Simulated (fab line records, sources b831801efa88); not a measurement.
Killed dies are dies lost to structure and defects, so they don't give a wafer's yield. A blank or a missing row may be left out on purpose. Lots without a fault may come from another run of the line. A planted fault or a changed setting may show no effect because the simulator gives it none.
A struck lot beside a sound one | flow sfq_line | 42 steps out of a route of 325
Sound: wafers L290.1, L290.2, L290.6. Struck: wafer L303.4. (L303.1, L303.3 of the same lot were not struck and are left out.) The cause comes at the end.
At each step with rows: each side's tool, then ch and its chambers, then its first start. Under that, the readings that differ: sound wafers | struck wafers | difference of the means | sigmas: that difference in standard deviations of wafers without a fault.
alike: readings whose means differ by less than 2 such deviations, and words and numbers that are the same on both sides. not compared: withheld readings, readings that some wafer has no value for, bounds like >300 that may hide the same value, and numbers for which the record gives no deviation and whose values overlap.
The two part at a step that has a row with sigmas, a row that says differs or no value, or rows on one side only. Numbers that don't overlap but have no deviation are shown without sigmas and don't part them. A reading that every wafer of one side lacks parts them only if that side has two wafers or more.

first, 6 steps without rows for these wafers: SFQ_TRILAYER_M1_LITHO_COAT_044 (resist thk 62 nm); SFQ_TRILAYER_M1_LITHO_COAT_039 (resist thk 600 nm); SFQ_TRILAYER_M1_LITHO_SOFTBAKE_043; SFQ_TRILAYER_M1_LITHO_EXPOSE_040 (exposes mask M1, target cd 500 nm); SFQ_TRILAYER_M1_LITHO_PEB_042 (peb time 60 s); SFQ_TRILAYER_M1_LITHO_DEVELOP_041 (time 60 s).
SFQ_M1_OVL_MEAS_911:
  sound on overlay-01, day 24 11:53; struck on overlay-02, day 30 18:44
  alike: M1_OVL
SFQ_TRILAYER_M1_BARC_OPEN_METAL_ETCH_054: etches BARC in O2, target depth 125 nm, time 41.7 s.
  sound on rie_metal-02 ch 0,1, day 24 11:55; struck on rie_metal-01 ch 0, day 30 18:46
  alike: bias_w, drypump_motor_current_A, oes_product_au
  not compared: rf_hours_counter_h
then, 4 steps without rows for these wafers: SFQ_TRILAYER_M1_ETCH_METAL_ETCH_042 (etches Nb in Cl2/Ar, stops on SiO2, target depth 240 nm, time 120 s); SFQ_TRILAYER_M1_STRIP_STRIP_043 (strips in O2); SFQ_TRILAYER_M1_STRIP_SOLV_CLEAN_044 (cleans in NMP, time 600 s); SFQ_TRILAYER_I1_DEP_PECVD_045 (deposits SiO2 from SiH4/N2O, time 111.11 s, target thk 500 nm).
SFQ_TRILAYER_I1_CMP_CMP_046: polishes SiO2.
  sound on cmp-01 ch 0,1,2, day 24 13:57; struck on cmp-01 ch 0, day 30 20:18
  reading                                             | sound             | struck | difference | sigmas
  motor_current_A (A)                                 | 9.3 11.5 11.1     | 12.4   | +1.8       | +2
  time_to_endpoint_s (s)                              | 213 211 216       | 261    | +48        | +7
  model.SiO2_of_TRILAYER_I1_DEP_PECVD_045.thk_nm (nm) | 198.3 198.8 198.8 | 147.6  | -51.0      |
  alike: slurry_flow_ml_min
SFQ_I1_BOW_MEAS_912:
  sound on film_metro-03, day 24 15:57; struck on film_metro-04, day 30 22:48
  alike: I1_BOW
SFQ_TRILAYER_I1_METRO_MEASURE_047:
  sound on film_metro-03, day 24 16:04; struck on film_metro-04, day 30 22:55
  reading     | sound             | struck | difference | sigmas
  thk_nm (nm) | 198.4 198.8 198.7 | 147.6  | -51.0      | -62
then, 6 steps without rows for these wafers: SFQ_TRILAYER_I1_VIA_LITHO_COAT_054 (resist thk 62 nm); SFQ_TRILAYER_I1_VIA_LITHO_COAT_049 (resist thk 650 nm); SFQ_TRILAYER_I1_VIA_LITHO_SOFTBAKE_053; SFQ_TRILAYER_I1_VIA_LITHO_EXPOSE_050 (exposes mask I1, target cd 500 nm); SFQ_TRILAYER_I1_VIA_LITHO_PEB_052 (peb time 60 s); SFQ_TRILAYER_I1_VIA_LITHO_DEVELOP_051 (time 60 s).
-- the record jumps here: 6 days lie between the struck wafers' starts before and after --
SFQ_I1_OVL_MEAS_913:
  sound on overlay-01, day 31 03:08; struck on overlay-01, day 37 00:17
  alike: I1_OVL
then, 1 step without rows for these wafers: SFQ_TRILAYER_I1_VIA_BARC_OPEN_VIA_ETCH_071 (etches BARC in O2, target depth 125 nm, time 41.7 s).
SFQ_TRILAYER_I1_VIA_ETCH_VIA_ETCH_052: etches SiO2 in CHF3, stops on Nb, target depth 260 nm.
  sound on rie_diel-01 ch 0,2, day 31 03:12; struck on rie_diel-02 ch 0, day 37 00:22
  reading                        | sound             | struck | difference | sigmas
  oes_product_au (a.u.)          | 0.854 0.857 0.850 | 0.725  | -0.129     | -27
  model.etch.depth_nm (nm)       | 198.3 198.8 198.8 | 147.6  | -51.0      |
  model.I1.feature_depth_nm (nm) | 198.3 198.8 198.8 | 147.6  | -51.0      |
  alike: bias_w, drypump_motor_current_A
then, 2 steps without rows for these wafers: SFQ_TRILAYER_I1_VIA_STRIP_STRIP_053 (strips in O2); SFQ_TRILAYER_I1_VIA_STRIP_SOLV_CLEAN_054 (cleans in NMP, time 600 s).
SFQ_TRILAYER_M2_DEP_PRE_CLEAN_056: time 22.5 s.
  sound on pvd_sputter-04, day 31 04:05; struck on pvd_sputter-04, day 37 01:26
  reading                                             | sound             | struck | difference | sigmas
  model.SiO2_of_TRILAYER_I1_DEP_PECVD_045.thk_nm (nm) | 190.8 191.3 191.3 | 140.1  | -51.0      |
SFQ_TRILAYER_M2_DEP_SPUTTER_055: material Nb, target thk 200 nm, time 133.3 s.
  sound on pvd_sputter-04, day 31 04:07; struck on pvd_sputter-04, day 37 01:28
  alike: resputter_cathode_voltage_v, throttle_valve_pct
SFQ_M2_RS_MEAS_914: measures by four-point-probe.
  sound on film_metro-01, day 31 04:13; struck on film_metro-01, day 37 01:33
  alike: M2_NB_RS
then, 6 steps without rows for these wafers: SFQ_TRILAYER_M2_LITHO_COAT_062 (resist thk 62 nm); SFQ_TRILAYER_M2_LITHO_COAT_057 (resist thk 600 nm); SFQ_TRILAYER_M2_LITHO_SOFTBAKE_061; SFQ_TRILAYER_M2_LITHO_EXPOSE_058 (exposes mask M2, target cd 500 nm); SFQ_TRILAYER_M2_LITHO_PEB_060 (peb time 60 s); SFQ_TRILAYER_M2_LITHO_DEVELOP_059 (time 60 s).
-- the record jumps here: 6 days lie between the struck wafers' starts before and after --
SFQ_M2_OVL_MEAS_916:
  sound on overlay-02, day 37 08:49; struck on overlay-01, day 43 08:41
  alike: M2_OVL
SFQ_TRILAYER_M2_BARC_OPEN_METAL_ETCH_077: etches BARC in O2, target depth 125 nm, time 41.7 s.
  sound on rie_metal-01 ch 0,1, day 37 08:51; struck on rie_metal-04 ch 0, day 43 08:43
  reading                     | sound             | struck | difference | sigmas
  bias_w (W)                  | 79.89 80.13 80.02 | 79.22  | -0.79      | -3
  drypump_motor_current_A (A) | 5.82 5.72 5.70    | 5.17   | -0.58      | -3
  oes_product_au (a.u.)       | 0.684 0.680 0.693 | 0.677  | -0.009     | -2
  not compared: rf_hours_counter_h
SFQ_TRILAYER_M2_ETCH_METAL_ETCH_060: etches Nb in Cl2/Ar, stops on SiO2, target depth 240 nm, time 120 s.
  sound on rie_metal-01 ch 0,1, day 37 08:55; struck on rie_metal-04 ch 0, day 43 08:47
  reading                     | sound          | struck | difference | sigmas
  drypump_motor_current_A (A) | 5.83 5.72 5.72 | 5.17   | -0.59      | -3
  alike: bias_w, oes_product_au
  not compared: rf_hours_counter_h
then, 2 steps without rows for these wafers: SFQ_TRILAYER_M2_STRIP_STRIP_061 (strips in O2); SFQ_TRILAYER_M2_STRIP_SOLV_CLEAN_062 (cleans in NMP, time 600 s).
SFQ_TRILAYER_I2_DEP_PECVD_063: deposits SiO2 from SiH4/N2O, time 111.11 s, target thk 500 nm.
  sound on pecvd-03 ch 0,1,2, day 37 09:49; struck on pecvd-04 ch 0, day 43 09:41
  alike: heater_power_w, throttle_valve_pct
-- the record jumps here: 43 days lie between the struck wafers' starts before and after --
SFQ_M8_BOW_MEAS_951:
  sound on film_metro-04, day 79 11:19; struck on film_metro-03, day 86 06:13
  reading                 | sound             | struck | difference | sigmas
  model.etest.i1.link_ohm | 1.976 1.971 1.983 | 1.896  | -0.081     |
  alike: M8_BOW

WHERE THEY PART
First at SFQ_TRILAYER_I1_CMP_CMP_046; last, within this record, at SFQ_TRILAYER_M2_ETCH_METAL_ETCH_060. Later steps at which nothing parts them and some readings are alike: SFQ_TRILAYER_I2_DEP_PECVD_063, SFQ_M8_BOW_MEAS_951.

WHY: what the simulator had put in
Process parameter drift: cmp-01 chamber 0, from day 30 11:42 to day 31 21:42, at SFQ_TRILAYER_I1_CMP_CMP_046. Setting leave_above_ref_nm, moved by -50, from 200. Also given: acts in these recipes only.
